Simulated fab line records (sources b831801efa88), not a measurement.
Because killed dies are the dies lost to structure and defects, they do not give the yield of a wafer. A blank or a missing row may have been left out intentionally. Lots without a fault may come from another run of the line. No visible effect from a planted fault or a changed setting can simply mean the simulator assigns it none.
Which tool is to blame? || flow gf180mcu || 13 lots with 39 wafers sampled at 5 steps, on a route of 602 steps

## WHAT THE GAUGES SHOWED, per wafer
GF_NSD_CD_MEAS_07 targets a cd of 400 nm.
{"lot": "L763", "measured": "day 13 09:30", "on": "cd sem-02", "cd nm (nm)": "399.1 398.1 399.3"}
{"lot": "L764", "measured": "day 13 19:29", "on": "cd sem-02", "cd nm (nm)": "397.3 398.6 397.6"}
{"lot": "L765", "measured": "day 14 01:59", "on": "cd sem-01", "cd nm (nm)": "399.4 397.2 397.1"}
{"lot": "L766", "measured": "day 14 07:27", "on": "cd sem-02", "cd nm (nm)": "400.6 400.1 400.0"}
{"lot": "L767", "measured": "day 14 15:18", "on": "cd sem-01", "cd nm (nm)": "399.7 404.0 400.4"}
{"lot": "L768", "measured": "day 15 04:12", "on": "cd sem-01", "cd nm (nm)": "404.0 402.1 403.3"}
{"lot": "L776", "measured": "day 18 06:43", "on": "cd sem-02", "cd nm (nm)": "399.5 397.8 399.5"}
{"lot": "L777", "measured": "day 18 08:51", "on": "cd sem-02", "cd nm (nm)": "401.8 401.8 403.7"}
{"lot": "L778", "measured": "day 18 12:33", "on": "cd sem-01", "cd nm (nm)": "402.1 399.3 398.4"}
{"lot": "L781", "measured": "day 20 01:41", "on": "cd sem-02", "cd nm (nm)": "399.5 397.6 397.8"}
{"lot": "L784", "measured": "day 21 00:28", "on": "cd sem-02", "cd nm (nm)": "403.9 405.7 402.8"}
{"lot": "L783", "measured": "day 21 00:54", "on": "cd sem-01", "cd nm (nm)": "400.6 401.3 403.3"}
{"lot": "L785", "measured": "day 21 23:18", "on": "cd sem-02", "cd nm (nm)": "401.1 401.8 403.1"}

GF_NSD_TW_MEAS_12.
{"lot": "L763", "measured": "day 13 10:02", "on": "film metro-03", "NSD_TW": "4272 4269 4293"}
{"lot": "L764", "measured": "day 13 20:02", "on": "film metro-02", "NSD_TW": "4234 4219 4250"}
{"lot": "L765", "measured": "day 14 02:32", "on": "film metro-01", "NSD_TW": "4286 4288 4303"}
{"lot": "L766", "measured": "day 14 07:59", "on": "film metro-01", "NSD_TW": "4293 4290 4306"}
{"lot": "L767", "measured": "day 14 15:50", "on": "film metro-01", "NSD_TW": "4284 4324 4324"}
{"lot": "L768", "measured": "day 15 04:46", "on": "film metro-03", "NSD_TW": "4261 4290 4258"}
{"lot": "L776", "measured": "day 18 07:16", "on": "film metro-01", "NSD_TW": "4328 4346 4328"}
{"lot": "L777", "measured": "day 18 09:23", "on": "film metro-02", "NSD_TW": "4233 4232 4233"}
{"lot": "L778", "measured": "day 18 13:05", "on": "film metro-01", "NSD_TW": "4347 4366 4342"}
{"lot": "L781", "measured": "day 20 02:14", "on": "film metro-02", "NSD_TW": "4239 4242 4254"}
{"lot": "L784", "measured": "day 21 01:00", "on": "film metro-03", "NSD_TW": "4236 4272 4239"}
{"lot": "L783", "measured": "day 21 01:26", "on": "film metro-02", "NSD_TW": "4200 4195 4216"}
{"lot": "L785", "measured": "day 21 23:52", "on": "film metro-02", "NSD_TW": "4239 4238 4233"}

GF_PSD_RS_MEAS_14: uses a four-point probe to measure.
{"lot": "L763", "measured": "day 14 06:30", "on": "film metro-01", "NSD_RS (ohm/sq)": "46.14 46.09 46.06"}
{"lot": "L764", "measured": "day 14 17:56", "on": "film metro-01", "NSD_RS (ohm/sq)": "46.10 45.97 46.05"}
{"lot": "L765", "measured": "day 14 23:45", "on": "film metro-02", "NSD_RS (ohm/sq)": "46.28 46.09 46.15"}
{"lot": "L766", "measured": "day 15 06:05", "on": "film metro-03", "NSD_RS (ohm/sq)": "45.99 45.99 45.98"}
{"lot": "L767", "measured": "day 15 13:09", "on": "film metro-02", "NSD_RS (ohm/sq)": "43.90 43.82 43.98"}
{"lot": "L768", "measured": "day 16 01:24", "on": "film metro-01", "NSD_RS (ohm/sq)": "43.99 43.81 43.90"}
{"lot": "L776", "measured": "day 19 08:29", "on": "film metro-01", "NSD_RS (ohm/sq)": "46.11 46.15 46.12"}
{"lot": "L777", "measured": "day 19 09:55", "on": "film metro-01", "NSD_RS (ohm/sq)": "46.13 46.17 46.12"}
{"lot": "L778", "measured": "day 19 13:58", "on": "film metro-01", "NSD_RS (ohm/sq)": "46.06 46.15 46.11"}
{"lot": "L781", "measured": "day 21 03:18", "on": "film metro-03", "NSD_RS (ohm/sq)": "46.23 46.02 46.11"}
{"lot": "L784", "measured": "day 22 00:56", "on": "film metro-03", "NSD_RS (ohm/sq)": "46.14 46.16 46.01"}
{"lot": "L783", "measured": "day 22 01:14", "on": "film metro-01", "NSD_RS (ohm/sq)": "46.07 46.13 46.09"}
{"lot": "L785", "measured": "day 22 22:49", "on": "film metro-03", "NSD_RS (ohm/sq)": "46.09 46.15 46.08"}

GF_PSD_RS_MEAS_15: uses a four-point probe to measure.
{"lot": "L763", "measured": "day 14 06:37", "on": "film metro-01", "PSD_RS (ohm/sq)": "108.49 108.64 108.29"}
{"lot": "L764", "measured": "day 14 18:03", "on": "film metro-01", "PSD_RS (ohm/sq)": "108.43 108.27 108.12"}
{"lot": "L765", "measured": "day 14 23:52", "on": "film metro-02", "PSD_RS (ohm/sq)": "109.06 108.29 108.84"}
{"lot": "L766", "measured": "day 15 06:12", "on": "film metro-03", "PSD_RS (ohm/sq)": "108.51 108.48 108.24"}
{"lot": "L767", "measured": "day 15 13:16", "on": "film metro-02", "PSD_RS (ohm/sq)": "103.54 103.67 103.98"}
{"lot": "L768", "measured": "day 16 01:31", "on": "film metro-01", "PSD_RS (ohm/sq)": "103.96 104.10 104.14"}
{"lot": "L776", "measured": "day 19 08:37", "on": "film metro-01", "PSD_RS (ohm/sq)": "108.92 108.37 108.65"}
{"lot": "L777", "measured": "day 19 10:02", "on": "film metro-01", "PSD_RS (ohm/sq)": "108.44 108.46 108.46"}
{"lot": "L778", "measured": "day 19 14:05", "on": "film metro-01", "PSD_RS (ohm/sq)": "107.91 108.15 108.31"}
{"lot": "L781", "measured": "day 21 03:25", "on": "film metro-03", "PSD_RS (ohm/sq)": "108.58 108.18 108.69"}
{"lot": "L784", "measured": "day 22 01:04", "on": "film metro-03", "PSD_RS (ohm/sq)": "108.53 108.50 108.56"}
{"lot": "L783", "measured": "day 22 01:22", "on": "film metro-01", "PSD_RS (ohm/sq)": "108.53 108.43 108.43"}
{"lot": "L785", "measured": "day 22 22:56", "on": "film metro-03", "PSD_RS (ohm/sq)": "108.48 108.35 108.43"}

## WHAT TOOL EACH LOT RAN ON (gives the tool, then ch and the chambers of the sampled wafers, and finally the start)
{"lot": "L763", "GF_PSD_RTA_13": "rtp anneal-02 ch 0, day 14 06:25"}
{"lot": "L764", "GF_PSD_RTA_13": "rtp anneal-01 ch 0, day 14 17:50"}
{"lot": "L765", "GF_PSD_RTA_13": "rtp anneal-01 ch 0, day 14 23:40"}
{"lot": "L766", "GF_PSD_RTA_13": "rtp anneal-01 ch 0, day 15 05:59"}
{"lot": "L767", "GF_PSD_RTA_13": "rtp anneal-01 ch 0, day 15 13:04"}
{"lot": "L768", "GF_PSD_RTA_13": "rtp anneal-01 ch 0, day 16 01:19"}
{"lot": "L776", "GF_PSD_RTA_13": "rtp anneal-01 ch 0, day 19 08:25"}
{"lot": "L777", "GF_PSD_RTA_13": "rtp anneal-02 ch 0, day 19 09:50"}
{"lot": "L778", "GF_PSD_RTA_13": "rtp anneal-02 ch 0, day 19 13:52"}
{"lot": "L781", "GF_PSD_RTA_13": "rtp anneal-01 ch 0, day 21 03:13"}
{"lot": "L784", "GF_PSD_RTA_13": "rtp anneal-01 ch 0, day 22 00:51"}
{"lot": "L783", "GF_PSD_RTA_13": "rtp anneal-02 ch 0, day 22 01:09"}
{"lot": "L785", "GF_PSD_RTA_13": "rtp anneal-01 ch 0, day 22 22:44"}
- GF_PSD_RTA_13: time 20 s.

## AS READ BY THE TOOLS THEMSELVES (means over the sampled wafers that have a number; for cases with no such wafer, the mark the record gives instead)
GF_PSD_RTA_13.
{"lot": "L763", "tool": "rtp anneal-02", "lamp power pct (%)": 35.1, "run length s (s)": 48.9, "wafer_temp_C_max": 1030.1}
{"lot": "L764", "tool": "rtp anneal-01", "lamp power pct (%)": 33.4, "run length s (s)": 48.8, "wafer_temp_C_max": 1028.7}
{"lot": "L765", "tool": "rtp anneal-01", "lamp power pct (%)": 33.5, "run length s (s)": 48.6, "wafer_temp_C_max": 1028.4}
{"lot": "L766", "tool": "rtp anneal-01", "lamp power pct (%)": 33.4, "run length s (s)": 48.5, "wafer_temp_C_max": 1027.5}
{"lot": "L767", "tool": "rtp anneal-01", "lamp power pct (%)": 33.4, "run length s (s)": 59.1, "wafer_temp_C_max": 1028.8}
{"lot": "L768", "tool": "rtp anneal-01", "lamp power pct (%)": 33.4, "run length s (s)": 59.0, "wafer_temp_C_max": 1027.8}
{"lot": "L776", "tool": "rtp anneal-01", "lamp power pct (%)": 33.4, "run length s (s)": 48.6, "wafer_temp_C_max": 1028.8}
{"lot": "L777", "tool": "rtp anneal-02", "lamp power pct (%)": 35.0, "run length s (s)": 48.7, "wafer_temp_C_max": 1030.6}
{"lot": "L778", "tool": "rtp anneal-02", "lamp power pct (%)": 35.1, "run length s (s)": 48.9, "wafer_temp_C_max": 1030.8}
{"lot": "L781", "tool": "rtp anneal-01", "lamp power pct (%)": 33.4, "run length s (s)": 48.5, "wafer_temp_C_max": 1027.5}
{"lot": "L784", "tool": "rtp anneal-01", "lamp power pct (%)": 33.4, "run length s (s)": 48.6, "wafer_temp_C_max": 1027.9}
{"lot": "L783", "tool": "rtp anneal-02", "lamp power pct (%)": 35.0, "run length s (s)": 48.9, "wafer_temp_C_max": 1030.6}
{"lot": "L785", "tool": "rtp anneal-01", "lamp power pct (%)": 33.4, "run length s (s)": 48.7, "wafer_temp_C_max": 1027.9}

## THE ANSWER, worked out from the rows above alone
Rule: the lots themselves supply what counts as usual. The widest of any qualifying gaps counts: lots, ordered by their means at a reading, are off when they make up no more than a third of the lots, leave a main group of 4 or more, and stand apart from it by 3 or more times the standard deviation of that group's means. If all means in a main group match to the digits the tables above print for the reading, that group is not used. Also off: a lot with no number at a reading for which 4 or more lots have one. All remaining lots with rows at the step are treated as sound. After the gauges, taken in route order, come the tools' own readings; for these a lot's mean is taken, as printed above. The first step at which some lot is off is used, and at that step the reading that is off furthest; a lot without a number counts as furthest.
Off: L767, L768, at GF_PSD_RS_MEAS_14 (NSD_RS). The main group: mean 46.10 ohm/sq, standard deviation 0.047.
A tool fits if, at a process step before that reading, it ran every lot that is off, and no sound lot after the first of them. The gauges at GF_PSD_RS_MEAS_14 aren't tried: what is off there is off at GF_PSD_RTA_13 too, on other tools, and a gauge's error can't cause that. None of those tried fits.

## WHAT THE SIMULATOR PUT IN
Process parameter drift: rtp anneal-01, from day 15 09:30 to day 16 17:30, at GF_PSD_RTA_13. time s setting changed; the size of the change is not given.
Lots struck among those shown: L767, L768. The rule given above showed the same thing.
